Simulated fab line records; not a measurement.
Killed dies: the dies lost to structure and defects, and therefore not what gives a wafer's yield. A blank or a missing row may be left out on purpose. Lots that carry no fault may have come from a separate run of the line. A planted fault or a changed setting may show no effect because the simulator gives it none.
fab line records -- flow sky130
record: lots: 6, wafers: 18, last-day: 50
route steps=708 shown SONOS_TUNNEL@158 SONOS_ONO@168 PAD_OPEN@708
lots that met no fault: taken from a fault-free run of the same line
start-h: start of the lot's first displayed wafer, in hours after the record's first day -- wait-h: time in hours since the lot's previous step -- " identical to the entry in the row above -- L1.1+2: one row covering several wafers at once -- - either no value or no given start -- * or withheld: withheld -- < > ~ a bound
route shown NAME@n: names a module that has steps shown in the file, with the first one's number in the route -- usual: the fault-free wafers' mean and standard deviation -- same: alike in all rows -- chamber/n: place in a boat -- sites: readings site by site -- _std_site: standard deviation of those values -- _edge_site: inner sites' mean taken away from outer sites' mean -- radius-mm: how far each site lies from the wafer's centre -- mask NAME#n: copy n -- behind: the tool/chamber that last shaped the wafer -- hold: the reason the lot was held/the length of the hold in hours/how it ended -- device: the transistor (n, p or np) that didn't switch -- end of line: the tests these same wafers got at the end of their route -- a step without rows: its recipe alone -- killed: the dies lost at the first sort to structure and to defects; this is not the yield of the wafer -- map: dies across one wafer; x = killed, . = not, _ = none there
set.NAME: the setting as run; set.NAME@STEP: as run at that earlier step -- model.NAME: the simulator's own value behind a step, which no gauge read
lots at some steps of the route; a table a step, a row a wafer
== steps ==
step: SKY_SONOS_TUNNEL_EXPOSE_04
recipe: mask-id: TUNM, na: 0.6, source-shape: conventional, sigma-outer: 0.6, polarization: unpolarized, target-cd-nm: 410, dose-mj: 136
step: SKY_SONOS_TUNNEL_PEB_05
recipe: temp-c: withheld, time-s: *, resist: NOVOLAK
step: SKY_SONOS_TUNNEL_DEVELOP_06
recipe: resist: NOVOLAK, developer: TMAH, develop-time-s: 62.18, dev-temp-c: 23
step: SKY_SONOS_TUNNEL_CD_MEAS_07
recipe: target-cd-nm: 410
usual: cd-nm: 409.6/2.5
lot.wafer,tool,chamber,start-h,wait-h,cd-nm
L485.2,cd-sem-01,-,255.75,0.1,411.8
L485.4,cd-sem-01,-,255.75,0.1,413.4
L485.5,cd-sem-01,-,255.75,0.1,409.4
L486.1,cd-sem-02,-,258.93,0.1,406.0
L486.3,cd-sem-02,-,258.93,0.1,406.9
L486.4,cd-sem-02,-,258.93,0.1,405.2
L495.1,cd-sem-02,-,329.93,0.1,409.9
L495.3,cd-sem-02,-,329.93,0.1,411.2
L495.4,cd-sem-02,-,329.93,0.1,410.1
L496.1,cd-sem-01,-,337.58,0.1,412.2
L496.2,cd-sem-01,-,337.58,0.1,412.6
L496.3,cd-sem-01,-,337.58,0.1,413.1
L507.2,cd-sem-01,-,424.85,0.1,410.5
L507.3,cd-sem-01,-,424.85,0.1,411.0
L507.5,cd-sem-01,-,424.85,0.1,410.3
L508.1,cd-sem-01,-,463.26,0.2,412.7
L508.2,cd-sem-01,-,463.26,0.2,411.8
L508.4,cd-sem-01,-,463.26,0.2,411.2
step: SKY_SONOS_TUNNEL_OVL_MEAS_08
usual: SONOS_TUNNEL_OVL: -0.4/1.1
lot.wafer,tool,chamber,start-h,wait-h,SONOS_TUNNEL_OVL[nm]
L485.2,overlay-02,-,255.86,0.1,1.3
L485.4,overlay-02,-,255.86,0.1,-0.8
L485.5,overlay-02,-,255.86,0.1,0.3
L486.1,overlay-02,-,259.05,0.1,0.8
L486.3,overlay-02,-,259.05,0.1,-1.6
L486.4,overlay-02,-,259.05,0.1,-0.4
L495.1,overlay-01,-,330.05,0.1,-0.8
L495.3,overlay-01,-,330.05,0.1,-0.4
L495.4,overlay-01,-,330.05,0.1,-0.9
L496.1,overlay-01,-,337.70,0.1,1.1
L496.2,overlay-01,-,337.70,0.1,0.8
L496.3,overlay-01,-,337.70,0.1,0.4
L507.2,overlay-02,-,424.95,0.1,1.0
L507.3,overlay-02,-,424.95,0.1,2.3
L507.5,overlay-02,-,424.95,0.1,0.8
L508.1,overlay-02,-,463.38,0.1,-1.0
L508.2,overlay-02,-,463.38,0.1,-0.4
L508.4,overlay-02,-,463.38,0.1,-0.6
step: SKY_SONOS_TUNNEL_IMPLANT_09
recipe: species: B, energy-kev: 20, dose-cm2: 1e+12, tilt-deg: withheld
step: SKY_SONOS_TUNNEL_WET_ETCH_10
recipe: chemistry: dHF, target-depth-nm: 14, target: SiO2, dilution: 100:1, temp-c: 25, time-s: 280
step: SKY_SONOS_TUNNEL_STRIP_11
recipe: chemistry: SPM, time-s: 600, temp-c: 130
step: SKY_SONOS_TUNNEL_TW_MEAS_12
usual: SONOS_TUNNEL_TW: 199.1/2.1
lot.wafer,tool,chamber,start-h,wait-h,SONOS_TUNNEL_TW
L485.2,film-metro-02,-,256.33,0.0,199.6
L485.4,film-metro-02,-,256.33,0.0,199.1
L485.5,film-metro-02,-,256.33,0.0,197.7
L486.1,film-metro-03,-,259.50,0.0,193.9
L486.3,film-metro-03,-,259.50,0.0,193.7
L486.4,film-metro-03,-,259.50,0.0,193.5
L495.1,film-metro-02,-,330.65,0.0,199.1
L495.3,film-metro-02,-,330.65,0.0,198.8
L495.4,film-metro-02,-,330.65,0.0,198.5
L496.1,film-metro-02,-,338.25,0.0,200.4
L496.2,film-metro-02,-,338.25,0.0,200.6
L496.3,film-metro-02,-,338.25,0.0,200.2
L507.2,film-metro-01,-,425.42,0.0,201.0
L507.3,film-metro-01,-,425.42,0.0,201.2
L507.5,film-metro-01,-,425.42,0.0,201.1
L508.1,film-metro-02,-,463.83,0.0,198.0
L508.2,film-metro-02,-,463.83,0.0,197.8
L508.4,film-metro-02,-,463.83,0.0,198.8
step: SKY_SONOS_TUNNEL_CLEAN_13
recipe: chemistry: dHF, time-s: 20, dilution: 100:1, dry: ipa-marangoni
step: SKY_SONOS_ONO_OXIDATION_00
recipe: temp-c: 800, ambient: O2, idle-temp-c: 700, ramp-up-c-per-min: 10, ramp-down-c-per-min: 3, stabilise-s: 600, purge-s: 300, target-thk-a: 26, ox-time-s: 1249
step: SKY_SONOS_ONO_THK_MEAS_01
recipe: reads: SiO2_of_SONOS_ONO_OXIDATION_00
usual: SONOS_ONO_OXIDATION_THK: 2.60/0.05
lot.wafer,tool,chamber,start-h,wait-h,SONOS_ONO_OXIDATION_THK[nm]
L485.2,film-metro-04,-,259.03,0.0,2.62
L485.4,film-metro-04,-,259.03,0.0,2.61
L485.5,film-metro-04,-,259.03,0.0,2.57
L486.1,film-metro-04,-,262.53,0.0,2.67
L486.3,film-metro-04,-,262.53,0.0,2.66
L486.4,film-metro-04,-,262.53,0.0,2.65
L495.1,film-metro-03,-,333.49,0.0,2.49
L495.3,film-metro-03,-,333.49,0.0,2.62
L495.4,film-metro-03,-,333.49,0.0,2.57
L496.1,film-metro-03,-,339.69,0.0,2.63
L496.2,film-metro-03,-,339.69,0.0,2.55
L496.3,film-metro-03,-,339.69,0.0,2.55
L507.2,film-metro-02,-,428.66,0.0,2.54
L507.3,film-metro-02,-,428.66,0.0,2.52
L507.5,film-metro-02,-,428.66,0.0,2.65
L508.1,film-metro-03,-,465.25,0.0,2.68
L508.2,film-metro-03,-,465.25,0.0,2.67
L508.4,film-metro-03,-,465.25,0.0,2.65
step: SKY_SONOS_ONO_CVD_02
recipe: material: Si3N4, precursor: DCS/NH3, target-thk-nm: 10.5, temp-c: 770, time-s: 180, pressure-mtorr: 250
usual: spike-tc-bottom-C: 788.2/1.4
lot.wafer,tool,chamber,start-h,wait-h,spike-tc-bottom-C,model.Si3N4_of_SONOS_ONO_CVD_02.thk-nm
L485.2,lpcvd-02,1,259.52,0.5,787.0,10.59
L485.4,lpcvd-02,1,259.52,0.5,786.6,10.48
L485.5,lpcvd-02,1,259.52,0.5,787.1,10.52
L486.1,lpcvd-02,0,263.13,0.6,788.3,10.47
L486.3,lpcvd-02,0,263.13,0.6,791.0,10.41
L486.4,lpcvd-02,0,263.13,0.6,787.9,10.49
L495.1,lpcvd-02,0,333.88,0.4,789.5,12.19
L495.3,lpcvd-02,0,333.88,0.4,787.9,12.1
L495.4,lpcvd-02,0,333.88,0.4,789.0,12.16
L496.1,lpcvd-02,0,341.02,1.3,789.3,12.07
L496.2,lpcvd-02,0,341.02,1.3,789.5,12.06
L496.3,lpcvd-02,0,341.02,1.3,788.4,12.11
L507.2,lpcvd-02,0,431.03,2.4,788.9,10.76
L507.3,lpcvd-02,0,431.03,2.4,786.9,10.89
L507.5,lpcvd-02,0,431.03,2.4,790.7,10.89
L508.1,lpcvd-02,0,465.31,0.1,788.4,10.3
L508.2,lpcvd-02,0,465.31,0.1,789.0,10.63
L508.4,lpcvd-02,0,465.31,0.1,790.9,10.42
step: SKY_SONOS_ONO_THK_MEAS_03
recipe: reads: Si3N4_of_SONOS_ONO_CVD_02
usual: SONOS_ONO_CVD_02_THK: 10.54/0.16
lot.wafer,tool,chamber,start-h,wait-h,SONOS_ONO_CVD_02_THK[nm]
L485.2,film-metro-02,-,260.58,0.0,10.56
L485.4,film-metro-02,-,260.58,0.0,10.50
L485.5,film-metro-02,-,260.58,0.0,10.58
L486.1,film-metro-03,-,264.18,0.0,10.44
L486.3,film-metro-03,-,264.18,0.0,10.40
L486.4,film-metro-03,-,264.18,0.0,10.50
L495.1,film-metro-02,-,334.93,0.0,12.16
L495.3,film-metro-02,-,334.93,0.0,12.17
L495.4,film-metro-02,-,334.93,0.0,12.16
L496.1,film-metro-03,-,342.07,0.0,12.07
L496.2,film-metro-03,-,342.07,0.0,12.07
L496.3,film-metro-03,-,342.07,0.0,12.05
L507.2,film-metro-03,-,432.09,0.0,10.76
L507.3,film-metro-03,-,432.09,0.0,10.89
L507.5,film-metro-03,-,432.09,0.0,10.86
L508.1,film-metro-04,-,466.36,0.0,10.26
L508.2,film-metro-04,-,466.36,0.0,10.65
L508.4,film-metro-04,-,466.36,0.0,10.40
step: SKY_SONOS_ONO_CVD_04
recipe: material: SiO2, precursor: SiH4/N2O, target-thk-nm: 5.7199, temp-c: 900, pressure-mtorr: 400
step: SKY_PAD_OPEN_PROBE_99
usual: killed_at_M0_to_M3: 45/6.8, killed_at_M4_up: 3.1/2, killed-at-contacts: 23/5.2, killed-at-front-end: 14/3.7, killed-at-other: 0.3/0.61, killed-dies: 86/9, killed-open: 46/6.9, killed-short: 39/6.4
same: gross-dies: 492, killed-at-back-side: 0
lot.wafer,tool,chamber,start-h,wait-h,killed_at_M0_to_M3,killed_at_M4_up,killed-at-contacts,killed-at-front-end,killed-at-other,killed-dies,killed-open,killed-short,model.etest.sonos-erased.drive-ua-um,model.etest.sonos-uncharged.r-on-ohm-um,model.etest.cap-ono.gate-log10-a-cm2,model.etest.cap-ono.gate-bv-v,model.etest.cap-ono.tox-acc-nm,model.etest.sonos-programmed.off-log10-a-um,model.etest.sonos-programmed.vt-v,model.etest.sonos-erased.vt-v
L485.2,prober-01,-,1085.48,0.1,36,0,26,13,0,75,42,33,161.8,839,-8.261,16.97,13.16,-14.23,1.38,-2.126
L485.4,prober-01,-,1085.58,0.2,34,2,19,11,0,66,35,31,172.5,827.2,-8.226,16.56,13.08,-14.04,1.35,-2.173
L485.5,prober-01,-,1085.63,0.2,44,3,28,4,1,80,44,36,182.9,808.7,-8.226,16.37,13.07,-13.91,1.378,-2.207
L486.1,prober-02,-,1086.83,0.1,42,7,22,15,1,87,46,41,174.4,811.6,-8.095,16.52,13.01,-13.93,1.405,-2.23
L486.3,prober-02,-,1086.93,0.2,45,1,27,14,0,87,48,39,176,812,-8.328,16.95,13.16,-13.89,1.333,-2.149
L486.4,prober-02,-,1086.98,0.2,40,3,23,11,0,77,45,32,189.3,807.5,-8.226,16.53,13.1,-13.8,1.35,-2.219
L495.1,prober-01,-,1134.00,0.1,39,3,26,15,0,83,45,38,157.8,829.7,-8.78,16.93,13.59,-13.3,0.9887,-1.959
L495.3,prober-01,-,1134.10,0.2,41,0,18,13,1,73,45,28,149.7,835.2,-9.06,17.41,13.72,-13.26,0.9761,-1.865
L495.4,prober-01,-,1134.15,0.2,58,5,25,16,0,104,60,44,144.2,830.3,-9.003,17.46,13.74,-12.97,0.9356,-1.838
L496.1,prober-02,-,1139.16,0.1,48,2,23,14,1,88,43,45,154.6,843.3,-9.083,17.12,13.75,-13.48,0.958,-1.833
L496.2,prober-02,-,1139.21,0.1,43,3,22,12,0,80,42,37,146.1,841.8,-8.96,16.92,13.71,-13.78,1.02,-1.884
L496.3,prober-02,-,1139.26,0.2,37,1,31,14,0,83,55,28,152.4,843.6,-9.151,17.72,13.84,-12.6,0.8614,-1.819
L507.2,prober-02,-,1199.11,0.1,42,5,17,16,0,80,44,36,194.9,800.1,-7.77,16.03,12.76,-14.02,1.5,-2.344
L507.3,prober-02,-,1199.16,0.2,49,4,21,18,2,94,54,40,176.7,829.7,-8.082,16.36,13.01,-13.86,1.404,-2.236
L507.5,prober-02,-,1199.26,0.2,46,6,23,15,1,91,48,43,181.3,823.2,-8.128,16.65,13.05,-14.05,1.41,-2.214
L508.1,prober-02,-,1209.11,0.1,41,5,21,12,1,80,44,36,189.1,786.3,-7.724,16.62,12.79,-14.05,1.525,-2.313
L508.2,prober-02,-,1209.16,0.1,45,4,27,13,0,89,57,31,162.5,813,-8,16.93,12.91,-13.88,1.48,-2.221
L508.4,prober-02,-,1209.26,0.2,57,4,25,16,0,102,49,52,169.5,812.7,-7.79,16.23,12.8,-14.02,1.488,-2.291
killed by level:class
L485.2 LI_CONTACT:geometric-particle:open=10 VIA1:geometric-particle:open=9 CONTACT:geometric-particle:open=8 VIA1:geometric-particle:short=6 METAL1:geometric-particle:short=5 FIELD_ISO:geometric-particle:open=4 FIELD_ISO:geometric-particle:short=4 METAL3:geometric-particle:short=4
L485.4 VIA1:geometric-particle:open=10 CONTACT:geometric-particle:open=7 CONTACT:geometric-particle:short=4 METAL1:geometric-particle:short=4 VIA2:geometric-particle:open=4 FIELD_ISO:geometric-particle:open=3 POLY_GATE:geometric-particle:open=3 VIA2:geometric-particle:short=3
L485.5 VIA1:geometric-particle:open=13 CONTACT:geometric-particle:open=11 LI_CONTACT:geometric-particle:open=7 LOCAL_INTERCONNECT:geometric-particle:short=7 VIA1:geometric-particle:short=6 VIA3:geometric-particle:short=6 VIA2:geometric-particle:open=5 METAL1:geometric-particle:short=4
L486.1 VIA1:geometric-particle:open=9 CONTACT:geometric-particle:open=7 METAL2:geometric-particle:short=7 VIA2:geometric-particle:open=6 POLY_GATE:geometric-particle:short=5 LI_CONTACT:geometric-particle:open=5 VIA3:geometric-particle:open=5 VIA1:geometric-particle:short=5
L486.3 VIA1:geometric-particle:open=14 CONTACT:geometric-particle:open=8 VIA1:geometric-particle:short=7 VIA3:geometric-particle:open=7 METAL1:geometric-particle:short=6 LI_CONTACT:geometric-particle:open=5 POLY_GATE:geometric-particle:short=4 LI_CONTACT:geometric-particle:short=4
L486.4 VIA1:geometric-particle:open=11 LI_CONTACT:geometric-particle:open=10 CONTACT:geometric-particle:open=6 METAL1:geometric-particle:short=6 VIA3:geometric-particle:open=6 CONTACT:geometric-particle:short=4 POLY_GATE:geometric-particle:open=3 METAL4:geometric-particle:short=3
L495.1 CONTACT:geometric-particle:open=9 VIA1:geometric-particle:open=9 METAL1:geometric-particle:short=8 FIELD_ISO:geometric-particle:open=6 CONTACT:geometric-particle:short=6 LI_CONTACT:geometric-particle:short=5 LI_CONTACT:geometric-particle:open=5 VIA2:geometric-particle:open=5
L495.3 VIA1:geometric-particle:open=11 CONTACT:geometric-particle:open=8 VIA2:geometric-particle:open=8 LI_CONTACT:geometric-particle:open=6 METAL1:geometric-particle:short=4 VIA1:geometric-particle:short=4 POLY_GATE:geometric-particle:short=3 METAL3:geometric-particle:short=3
L495.4 CONTACT:geometric-particle:open=12 VIA1:geometric-particle:open=11 VIA3:geometric-particle:open=10 VIA2:geometric-particle:open=9 METAL2:geometric-particle:short=7 LI_CONTACT:geometric-particle:open=6 METAL1:geometric-particle:short=5 VIA1:geometric-particle:short=5
L496.1 VIA2:geometric-particle:open=11 CONTACT:geometric-particle:open=9 LI_CONTACT:geometric-particle:open=7 METAL1:geometric-particle:short=7 VIA1:geometric-particle:open=7 METAL2:geometric-particle:short=7 POLY_GATE:geometric-particle:short=5 FIELD_ISO:geometric-particle:short=4
L496.2 VIA1:geometric-particle:open=13 VIA3:geometric-particle:open=9 CONTACT:geometric-particle:open=7 METAL2:geometric-particle:short=6 LI_CONTACT:geometric-particle:open=5 POLY_GATE:geometric-particle:short=4 VIA1:geometric-particle:short=4 VIA3:geometric-particle:short=4
L496.3 CONTACT:geometric-particle:open=12 LI_CONTACT:geometric-particle:open=11 VIA1:geometric-particle:open=9 VIA2:geometric-particle:open=8 METAL1:geometric-particle:short=6 POLY_GATE:geometric-particle:open=5 POLY_GATE:geometric-particle:short=5 LOCAL_INTERCONNECT:geometric-particle:short=5
L507.2 VIA1:geometric-particle:open=8 METAL2:geometric-particle:short=7 CONTACT:geometric-particle:open=7 VIA3:geometric-particle:open=7 POLY_GATE:geometric-particle:open=6 LI_CONTACT:geometric-particle:open=6 VIA1:geometric-particle:short=5 FIELD_ISO:geometric-particle:short=4
L507.3 VIA1:geometric-particle:open=12 VIA3:geometric-particle:open=9 LI_CONTACT:geometric-particle:open=8 METAL2:geometric-particle:short=7 VIA1:geometric-particle:short=6 FIELD_ISO:geometric-particle:open=5 VIA2:geometric-particle:open=5 CONTACT:geometric-particle:open=5
L507.5 VIA1:geometric-particle:open=12 LI_CONTACT:geometric-particle:open=8 VIA3:geometric-particle:open=8 CONTACT:geometric-particle:open=6 METAL2:geometric-particle:short=6 METAL1:geometric-particle:short=5 FIELD_ISO:geometric-particle:open=4 VIA2:geometric-particle:short=4
L508.1 LI_CONTACT:geometric-particle:open=12 VIA3:geometric-particle:open=10 VIA2:geometric-particle:short=7 VIA1:geometric-particle:open=7 VIA3:geometric-particle:short=5 CONTACT:geometric-particle:open=4 METAL2:geometric-particle:short=4 FIELD_ISO:geometric-particle:open=3
L508.2 VIA3:geometric-particle:open=12 CONTACT:geometric-particle:open=11 VIA1:geometric-particle:open=11 FIELD_ISO:geometric-particle:open=6 LI_CONTACT:geometric-particle:open=6 LOCAL_INTERCONNECT:geometric-particle:short=5 VIA1:geometric-particle:short=5 VIA2:geometric-particle:open=5
L508.4 METAL2:geometric-particle:short=11 VIA1:geometric-particle:open=10 VIA2:geometric-particle:open=9 CONTACT:geometric-particle:open=8 VIA3:geometric-particle:open=7 FIELD_ISO:geometric-particle:short=5 LI_CONTACT:geometric-particle:open=5 LI_CONTACT:geometric-particle:short=5
== key ==
first-sign: step: SKY_SONOS_ONO_THK_MEAS_03, reading: SONOS_ONO_CVD_02_THK, direction: up, sigmas: 10, usual: 10.54, struck: 12.11
effect none on later readings
model-effect: step: SKY_SONOS_ONO_CVD_02, value: Si3N4_of_SONOS_ONO_CVD_02.thk-nm, without: 10.6, struck: 12.12
model-effect: step: SKY_PAD_OPEN_PROBE_99, value: etest.sonos-erased.drive-ua-um, without: 199.9, struck: 150.8
met-at SKY_SONOS_ONO_CVD_02
struck-wafers L495.1,L495.3,L495.4,L496.1,L496.2,L496.3
tester-left-out L495,L496
onset-between 263.13 333.88
fault: kind: process-parameter-drift, tool: lpcvd-02, chamber: -, onset-h: 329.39, steps: SKY_SONOS_ONO_CVD_02, channel: time-s, offset: *, shape: step, end-h: 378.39, acts-in: *, stated: *
tester-left-out: of these lots the tester's yield and bins aren't shown, on N5 and GAA mostly nor the transistor test; their killed dies are dies lost to structure and defects alone, not to doping, threshold or leakage, so they don't give the yield
